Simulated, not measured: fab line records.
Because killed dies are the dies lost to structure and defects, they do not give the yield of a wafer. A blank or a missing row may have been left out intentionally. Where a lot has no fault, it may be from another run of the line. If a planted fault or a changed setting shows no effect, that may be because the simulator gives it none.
fab line records	flow sky130
record: lots: 6	wafers: 18	last_day: 50
route steps=708 shown SONOS_TUNNEL@156 SONOS_ONO@168 PAD_OPEN@708
lots that met no fault: from a run of the same line without faults
start_h: start of the lot's first displayed wafer, in hours after the record's first day	wait_h: time in hours since the lot's previous step	" identical to the entry in the row above	L1.1+2: a row that stands for several wafers	- no value, or no start was given	* or withheld: withheld	< > ~ a bound
route shown NAME@n: a module of which the file shows steps, and the number in the route of the first	usual: mean/standard deviation of fault-free wafers	same: alike in all rows	chamber/n: place in a boat	sites: each site's reading	_std_site: their standard deviation	_edge_site: mean of outer sites minus mean of inner sites	radius_mm: how far each site lies from the wafer's centre	mask NAME#n: copy n	behind: tool/chamber where the wafer was last shaped	hold: what put the lot on hold/how long, in hours/how the hold closed	device: whichever transistor did not switch (one of n, p or np)	end of line: the route-end tests of the same wafers	step lacking rows: just its recipe	killed: the dies lost at the first sort to structure and to defects; this is not the yield of the wafer	map: per-die view of a wafer (x killed, . not killed, _ where there is no die)
set.NAME: the setting that was run; set.NAME@STEP: the one run at that earlier step	model.NAME: the simulator's own value behind a step, which no gauge read
lots seen at some steps along the route; tables by step, rows by wafer
services: from which hour (start_h, from the record's first day; less than 0 if before it) a tool's chamber was out of use, for how many hours, and why
== steps ==
step: SKY_SONOS_TUNNEL_COAT_02
recipe: resist: NOVOLAK	spin_rpm: 3000	resist_thk_nm: 1140
step: SKY_SONOS_TUNNEL_SOFTBAKE_03
recipe: temp_c: 90	time_s: 60	resist: NOVOLAK
step: SKY_SONOS_TUNNEL_EXPOSE_04
recipe: mask_id: TUNM	na: 0.6	source_shape: conventional	sigma_outer: 0.6	polarization: unpolarized	target_cd_nm: 410	dose_mj: 136
step: SKY_SONOS_TUNNEL_PEB_05
recipe: temp_c: withheld	time_s: *	resist: NOVOLAK
step: SKY_SONOS_TUNNEL_DEVELOP_06
recipe: resist: NOVOLAK	developer: TMAH	develop_time_s: 60	dev_temp_c: 23
step: SKY_SONOS_TUNNEL_CD_MEAS_07
recipe: target_cd_nm: 410
usual: cd_nm: 409.6/2.5
lot.wafer	tool	chamber	start_h	wait_h	cd_nm
L891.3	cd_sem-01	-	251.87	0.1	410.5
L891.4	"	-	"	"	410.9
L891.6	"	-	"	"	411.9
L898.4	cd_sem-02	-	304.78	0.1	409.4
L898.5	"	-	"	"	411.3
L898.6	"	-	"	"	410.9
L901.1	cd_sem-02	-	328.63	0.1	408.3
L901.3	"	-	"	"	408.5
L901.4	"	-	"	"	407.5
L902.1	cd_sem-01	-	337.38	0.1	412.0
L902.2	"	-	"	"	411.5
L902.6	"	-	"	"	410.6
L913.1	cd_sem-01	-	422.02	0.1	409.1
L913.5	"	-	"	"	408.3
L913.6	"	-	"	"	408.2
L914.2	cd_sem-02	-	431.74	0.1	406.6
L914.5	"	-	"	"	408.5
L914.6	"	-	"	"	407.8
step: SKY_SONOS_TUNNEL_OVL_MEAS_08
usual: SONOS_TUNNEL_OVL: 0.3/1.4
lot.wafer	tool	chamber	start_h	wait_h	SONOS_TUNNEL_OVL[nm]
L891.3	overlay-01	-	251.97	0.1	2.2
L891.4	"	-	"	"	1.5
L891.6	"	-	"	"	2.4
L898.4	overlay-02	-	304.86	0.1	0.4
L898.5	"	-	"	"	-0.4
L898.6	"	-	"	"	-0.8
L901.1	overlay-02	-	328.75	0.1	1.1
L901.3	"	-	"	"	0.6
L901.4	"	-	"	"	0.1
L902.1	overlay-02	-	337.50	0.1	-0.5
L902.2	"	-	"	"	1.2
L902.6	"	-	"	"	-0.4
L913.1	overlay-01	-	422.14	0.1	2.8
L913.5	"	-	"	"	0.5
L913.6	"	-	"	"	1.8
L914.2	overlay-01	-	431.84	0.1	1.3
L914.5	"	-	"	"	0.4
L914.6	"	-	"	"	1.6
step: SKY_SONOS_TUNNEL_IMPLANT_09
recipe: species: B	energy_kev: 20.29	dose_cm2: 1e+12	tilt_deg: withheld
step: SKY_SONOS_TUNNEL_WET_ETCH_10
recipe: chemistry: dHF	target_depth_nm: 14	target: SiO2	dilution: 100:1	temp_c: 25	time_s: 280
step: SKY_SONOS_TUNNEL_STRIP_11
recipe: chemistry: SPM	time_s: 600	temp_c: 130
step: SKY_SONOS_TUNNEL_TW_MEAS_12
usual: SONOS_TUNNEL_TW: 197.5/0.85
lot.wafer	tool	chamber	start_h	wait_h	SONOS_TUNNEL_TW
L891.3	film_metro-04	-	252.44	0.0	197.3
L891.4	"	-	"	"	197.3
L891.6	"	-	"	"	197.2
L898.4	film_metro-03	-	305.31	0.0	198.5
L898.5	"	-	"	"	198.8
L898.6	"	-	"	"	197.4
L901.1	film_metro-03	-	329.23	0.0	197.0
L901.3	"	-	"	"	196.0
L901.4	"	-	"	"	197.2
L902.1	film_metro-03	-	337.98	0.0	199.0
L902.2	"	-	"	"	198.5
L902.6	"	-	"	"	197.9
L913.1	film_metro-03	-	422.59	0.0	196.4
L913.5	"	-	"	"	197.1
L913.6	"	-	"	"	197.0
L914.2	film_metro-03	-	432.29	0.0	197.0
L914.5	"	-	"	"	198.5
L914.6	"	-	"	"	199.1
step: SKY_SONOS_TUNNEL_CLEAN_13
recipe: chemistry: dHF	time_s: 20	dilution: 100:1	dry: ipa_marangoni
step: SKY_SONOS_ONO_OXIDATION_00
recipe: temp_c: 800	ambient: O2	idle_temp_c: 700	ramp_up_c_per_min: 10	ramp_down_c_per_min: 3	stabilise_s: 600	purge_s: 300	target_thk_a: 26	ox_time_s: 1249
usual: spike_tc_bottom_C: 823.9/2.9	spike_tc_centre_C: 801.2/1.4	spike_tc_lower_C: 801.1/1	spike_tc_top_C: 813.6/1.2	spike_tc_upper_C: 800.7/1.2	tube_center_temp_C: 800/0.074	tube_center_temp_C_max: 802.0/0.31
lot.wafer	tool	chamber	start_h	wait_h	spike_tc_bottom_C	spike_tc_centre_C	spike_tc_lower_C	spike_tc_top_C	spike_tc_upper_C	tube_center_temp_C	tube_center_temp_C_max	model.SiO2_of_SONOS_ONO_OXIDATION_00.thk_nm
L891.3	furnace-01	0	253.50	1.0	820.8	803.1	800.2	812.9	801.6	800.04	802.1	2.573
L891.4	"	0	"	"	822.1	802.1	801.4	812.7	801.2	800.07	802.2	2.554
L891.6	"	0	"	"	822.7	801.3	800.0	814.0	800.9	800.15	802.2	2.575
L898.4	furnace-02	0	306.99	1.6	826.5	800.7	801.5	814.5	798.7	800	801.8	2.618
L898.5	"	0	"	"	826.7	800.4	800.4	814.4	799.2	799.89	801.9	2.607
L898.6	"	0	"	"	826.6	801.9	800.6	815.1	799.9	799.94	803.1	2.595
L901.1	furnace-01	0	329.30	0.0	837.3	817.1	815.7	828.2	818.1	815.67	817.5	3.231
L901.3	"	0	"	"	837.4	818.0	817.9	827.0	817.7	815.58	817.8	3.217
L901.4	"	0	"	"	837.3	817.9	815.4	827.2	817.9	815.46	817.2	3.247
L902.1	furnace-01	0	340.40	2.4	837.7	819.9	817.2	826.2	815.9	815.56	817.4	3.153
L902.2	"	0	"	"	837.9	818.8	817.5	828.8	816.1	815.64	817.2	3.108
L902.6	"	0	"	"	837.1	816.4	816.7	827.2	817.9	815.74	817.4	3.195
L913.1	furnace-01	0	424.69	2.0	821.3	801.7	801.9	813.7	803.1	799.9	801.6	2.487
L913.5	"	0	"	"	821.3	803.8	801.2	812.2	800.7	800.03	801.6	2.502
L913.6	"	0	"	"	822.5	802.6	801.6	811.6	802.1	799.98	801.9	2.48
L914.2	furnace-02	0	432.81	0.5	825.2	800.2	800.5	816.0	800.7	800	802.2	2.62
L914.5	"	0	"	"	827.0	799.8	802.0	814.2	800.0	799.97	802.0	2.623
L914.6	"	0	"	"	827.1	799.5	803.1	814.0	801.6	799.97	801.9	2.616
step: SKY_SONOS_ONO_THK_MEAS_01
recipe: reads: SiO2_of_SONOS_ONO_OXIDATION_00
usual: SONOS_ONO_OXIDATION_THK: 2.57/0.05
lot.wafer	tool	chamber	start_h	wait_h	SONOS_ONO_OXIDATION_THK[nm]
L891.3	film_metro-02	-	254.87	0.0	2.52
L891.4	"	-	"	"	2.50
L891.6	"	-	"	"	2.53
L898.4	film_metro-04	-	308.37	0.0	2.67
L898.5	"	-	"	"	2.59
L898.6	"	-	"	"	2.57
L901.1	film_metro-04	-	330.65	0.0	3.25
L901.3	"	-	"	"	3.23
L901.4	"	-	"	"	3.25
L902.1	film_metro-02	-	341.75	0.0	3.13
L902.2	"	-	"	"	3.12
L902.6	"	-	"	"	3.24
L913.1	film_metro-04	-	426.03	0.0	2.54
L913.5	"	-	"	"	2.53
L913.6	"	-	"	"	2.54
L914.2	film_metro-04	-	434.17	0.0	2.64
L914.5	"	-	"	"	2.62
L914.6	"	-	"	"	2.61
step: SKY_SONOS_ONO_CVD_02
recipe: material: Si3N4	precursor: DCS/NH3	target_thk_nm: 10.5	temp_c: 770	time_s: 180	pressure_mtorr: 250
step: SKY_PAD_OPEN_PROBE_99
usual: killed_at_M0_to_M3: 44/7	killed_at_M4_up: 3.0/1.8	killed_at_contacts: 24/4.9	killed_at_front_end: 15/5	killed_at_other: 0.2/0.53	killed_dies: 87/8.7	killed_on_rim: 17/4	killed_open: 48/6.8	killed_short: 39/5.7
same: gross_dies: 492	killed_at_back_side: 0
lot.wafer	tool	chamber	start_h	wait_h	killed_at_M0_to_M3	killed_at_M4_up	killed_at_contacts	killed_at_front_end	killed_at_other	killed_dies	killed_on_rim	killed_open	killed_short	model.etest.sonos_erased.drive_ua_um	model.etest.sonos_uncharged.r_on_ohm_um	model.etest.sonos_erased.vt_v	model.etest.cap_ono.gate_log10_a_cm2	model.etest.cap_ono.gate_bv_v	model.etest.cap_ono.tox_acc_nm	model.etest.sonos_programmed.vt_v	model.etest.sonos_baked.vt_less_v
L891.3	prober-01	-	1073.30	0.2	34	4	31	17	0	86	19	50	36	185.9	820.5	-2.228	-8.105	16.11	13.04	1.387	-0.4476
L891.4	prober-01	-	1073.35	0.2	44	2	16	14	0	76	21	38	38	187.8	825.4	-2.287	-7.931	16.63	12.89	1.442	-0.5334
L891.6	prober-01	-	1073.45	0.2	47	7	18	16	0	88	23	51	37	194.7	828.8	-2.271	-7.948	16.41	12.88	1.421	-0.4477
L898.4	prober-02	-	1120.75	0.2	38	4	27	12	0	81	19	34	47	173.2	815.2	-2.306	-7.616	16.27	12.65	1.533	-0.5631
L898.5	prober-02	-	1120.80	0.2	34	3	25	19	0	81	12	44	37	192	803.4	-2.273	-7.888	16.13	12.84	1.477	-0.5088
L898.6	prober-02	-	1120.85	0.2	40	1	18	16	0	75	15	43	32	156.7	807.7	-2.273	-7.831	16.14	12.78	1.494	-0.5243
L901.1	prober-01	-	1136.40	0.1	42	3	28	18	0	91	20	47	44	66.84	832	-1.032	-8.441	16.67	13.34	1.273	-0.3039
L901.3	prober-01	-	1136.50	0.2	44	2	22	12	1	81	17	46	35	101.1	807.1	-1.339	-8.237	16.77	13.07	1.373	-0.3585
L901.4	prober-01	-	1136.55	0.2	35	1	27	20	0	83	7	43	40	54.42	843.3	-0.8385	-8.443	16.46	13.32	1.319	-0.3456
L902.1	prober-01	-	1147.94	0.1	41	4	19	25	0	89	22	51	38	121.7	810	-1.529	-8.496	16.64	13.31	1.263	-0.2814
L902.2	prober-01	-	1147.99	0.1	43	4	31	8	1	87	16	44	43	129.6	810.2	-1.686	-8.265	16.8	13.14	1.382	-0.3799
L902.6	prober-01	-	1148.19	0.2	33	3	26	21	0	83	18	46	37	102.9	816.9	-1.406	-8.467	16.37	13.27	1.263	-0.2985
L913.1	prober-01	-	1194.78	0.1	53	3	31	18	0	105	21	63	42	201.8	817.1	-2.321	-7.856	16	12.83	1.49	-0.5321
L913.5	prober-01	-	1194.98	0.2	55	5	25	10	1	96	16	57	39	201.4	804	-2.341	-7.759	16.07	12.82	1.498	-0.5515
L913.6	prober-01	-	1195.03	0.2	47	4	24	17	0	92	17	51	41	193.2	801.9	-2.337	-7.792	16.26	12.75	1.55	-0.584
L914.2	prober-02	-	1199.54	0.1	49	2	18	9	0	78	18	47	31	179.6	809.9	-2.225	-8.051	16.44	12.93	1.432	-0.4405
L914.5	prober-02	-	1199.69	0.2	35	1	33	13	0	82	16	50	32	159.1	816.8	-2.203	-7.948	16.38	12.9	1.442	-0.4775
L914.6	prober-02	-	1199.74	0.2	41	1	25	18	0	85	17	52	33	182.2	820	-2.228	-8.002	16.71	12.94	1.428	-0.5041
killed by level:class
L891.3 LI_CONTACT:geometric_particle:open=12 CONTACT:geometric_particle:open=11 VIA1:geometric_particle:open=9 FIELD_ISO:geometric_particle:short=5 LI_CONTACT:geometric_particle:short=4 METAL2:geometric_particle:short=4 METAL1:geometric_particle:short=4 VIA3:geometric_particle:open=4
L891.4 VIA1:geometric_particle:open=12 VIA3:geometric_particle:open=8 VIA1:geometric_particle:short=7 FIELD_ISO:geometric_particle:short=6 CONTACT:geometric_particle:open=6 LI_CONTACT:geometric_particle:open=4 METAL2:geometric_particle:short=4 SPACER:geometric_particle:short=3
L891.6 VIA1:geometric_particle:open=12 METAL2:geometric_particle:short=9 VIA2:geometric_particle:open=8 CONTACT:geometric_particle:open=6 FIELD_ISO:geometric_particle:open=5 VIA3:geometric_particle:open=5 FIELD_ISO:geometric_particle:short=4 LI_CONTACT:geometric_particle:open=4
L898.4 LOCAL_INTERCONNECT:geometric_particle:short=10 METAL1:geometric_particle:short=9 LI_CONTACT:geometric_particle:open=7 CONTACT:geometric_particle:open=6 VIA1:geometric_particle:open=6 VIA1:geometric_particle:short=5 METAL2:geometric_particle:short=5 METAL4:geometric_particle:short=4
L898.5 FIELD_ISO:geometric_particle:open=9 LI_CONTACT:geometric_particle:open=8 METAL2:geometric_particle:short=8 VIA2:geometric_particle:open=7 LOCAL_INTERCONNECT:geometric_particle:short=6 METAL1:geometric_particle:short=6 FIELD_ISO:geometric_particle:short=4 LI_CONTACT:geometric_particle:short=4
L898.6 VIA3:geometric_particle:open=10 VIA1:geometric_particle:open=8 CONTACT:geometric_particle:open=7 LI_CONTACT:geometric_particle:open=6 FIELD_ISO:geometric_particle:short=4 METAL2:geometric_particle:short=4 VIA2:geometric_particle:open=4 METAL3:geometric_particle:short=4
L901.1 VIA3:geometric_particle:open=10 VIA1:geometric_particle:open=9 CONTACT:geometric_particle:open=7 VIA2:geometric_particle:open=7 FIELD_ISO:geometric_particle:short=6 LI_CONTACT:geometric_particle:open=6 LOCAL_INTERCONNECT:geometric_particle:short=5 METAL2:geometric_particle:short=5
L901.3 VIA1:geometric_particle:open=13 VIA2:geometric_particle:open=11 CONTACT:geometric_particle:open=8 LI_CONTACT:geometric_particle:open=6 METAL1:geometric_particle:short=6 FIELD_ISO:geometric_particle:short=5 VIA3:geometric_particle:short=5 POLY_GATE:geometric_particle:open=3
L901.4 LI_CONTACT:geometric_particle:open=11 CONTACT:geometric_particle:open=7 FIELD_ISO:geometric_particle:short=6 CONTACT:geometric_particle:short=6 VIA3:geometric_particle:open=6 VIA1:geometric_particle:open=5 METAL2:geometric_particle:short=5 VIA3:geometric_particle:short=5
L902.1 FIELD_ISO:geometric_particle:open=11 METAL2:geometric_particle:short=10 VIA2:geometric_particle:open=9 CONTACT:geometric_particle:open=7 VIA1:geometric_particle:open=6 LOCAL_INTERCONNECT:geometric_particle:short=4 CONTACT:geometric_particle:short=4 FIELD_ISO:geometric_particle:short=3
L902.2 METAL2:geometric_particle:short=9 CONTACT:geometric_particle:open=9 LI_CONTACT:geometric_particle:open=8 VIA2:geometric_particle:open=6 METAL1:geometric_particle:short=6 LOCAL_INTERCONNECT:geometric_particle:short=5 VIA3:geometric_particle:open=5 LOCAL_INTERCONNECT:geometric_particle:open=4
L902.6 CONTACT:geometric_particle:open=11 VIA2:geometric_particle:open=7 POLY_GATE:geometric_particle:open=6 POLY_GATE:geometric_particle:short=5 LI_CONTACT:geometric_particle:open=5 VIA1:geometric_particle:short=5 METAL3:geometric_particle:short=5 LOCAL_INTERCONNECT:geometric_particle:open=4
L913.1 CONTACT:geometric_particle:open=13 VIA1:geometric_particle:open=10 VIA3:geometric_particle:open=10 LI_CONTACT:geometric_particle:open=8 VIA2:geometric_particle:open=8 POLY_GATE:geometric_particle:short=6 VIA1:geometric_particle:short=6 LOCAL_INTERCONNECT:geometric_particle:short=5
L913.5 VIA2:geometric_particle:open=11 VIA1:geometric_particle:open=10 CONTACT:geometric_particle:open=9 METAL1:geometric_particle:short=8 LI_CONTACT:geometric_particle:open=6 VIA1:geometric_particle:short=6 CONTACT:geometric_particle:short=5 VIA3:geometric_particle:open=4
L913.6 VIA1:geometric_particle:open=10 VIA3:geometric_particle:open=8 LI_CONTACT:geometric_particle:open=7 VIA1:geometric_particle:short=7 CONTACT:geometric_particle:short=6 CONTACT:geometric_particle:open=6 VIA2:geometric_particle:open=6 POLY_GATE:geometric_particle:open=4
L914.2 VIA1:geometric_particle:open=10 VIA3:geometric_particle:open=8 VIA2:geometric_particle:open=7 METAL2:geometric_particle:short=6 LI_CONTACT:geometric_particle:open=5 CONTACT:geometric_particle:open=5 VIA3:geometric_particle:short=5 VIA2:geometric_particle:short=4
L914.5 CONTACT:geometric_particle:open=11 LI_CONTACT:geometric_particle:open=9 LOCAL_INTERCONNECT:geometric_particle:short=8 VIA1:geometric_particle:open=8 VIA2:geometric_particle:open=6 FIELD_ISO:geometric_particle:open=4 VIA1:geometric_particle:short=4 METAL1:geometric_particle:short=4
L914.6 VIA1:geometric_particle:open=12 CONTACT:geometric_particle:open=11 VIA2:geometric_particle:open=8 CONTACT:geometric_particle:short=6 POLY_GATE:geometric_particle:short=5 LI_CONTACT:geometric_particle:open=5 METAL1:geometric_particle:short=5 VIA3:geometric_particle:short=5
== services ==
tool	chamber	start_h	hours	kind
furnace-01	-	248.96	3.0	pm
furnace-01	-	285.14	4.1	pm
furnace-02	-	295.47	3.6	pm
furnace-01	-	324.63	4.1	pm
furnace-02	-	329.69	3.7	pm
== key ==
first_sign: step: SKY_SONOS_ONO_OXIDATION_00	reading: tube_center_temp_C	direction: up	sigmas: 99+	usual: *	struck: *
effect: step: SKY_SONOS_ONO_OXIDATION_00	reading: tube_center_temp_C_max	direction: up	sigmas: 50	usual: *	struck: *
effect: step: SKY_SONOS_ONO_THK_MEAS_01	reading: SONOS_ONO_OXIDATION_THK	direction: up	sigmas: 13	usual: 2.57	struck: 3.20
model_effect: step: SKY_SONOS_ONO_OXIDATION_00	value: SiO2_of_SONOS_ONO_OXIDATION_00.thk_nm	without: 2.555	struck: 3.192
model_effect: step: SKY_PAD_OPEN_PROBE_99	value: etest.sonos_erased.drive_ua_um	without: 199.9	struck: 96.1
met_at SKY_SONOS_ONO_OXIDATION_00
struck_wafers L901.1,L901.3,L901.4,L902.1,L902.2,L902.6
tester_left_out L901,L902
onset_between 253.50 329.30
fault: kind: process_parameter_drift	tool: furnace-01	chamber: -	onset_h: 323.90	steps: SKY_SONOS_ONO_OXIDATION_00	channel: temp_c	offset: *	shape: step	end_h: 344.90	acts_in: *	stated: *
tester_left_out: of these lots the tester's yield and bins aren't shown, on N5 and GAA mostly nor the transistor test; their killed dies are dies lost to structure and defects alone, not to doping, threshold or leakage, so they don't give the yield
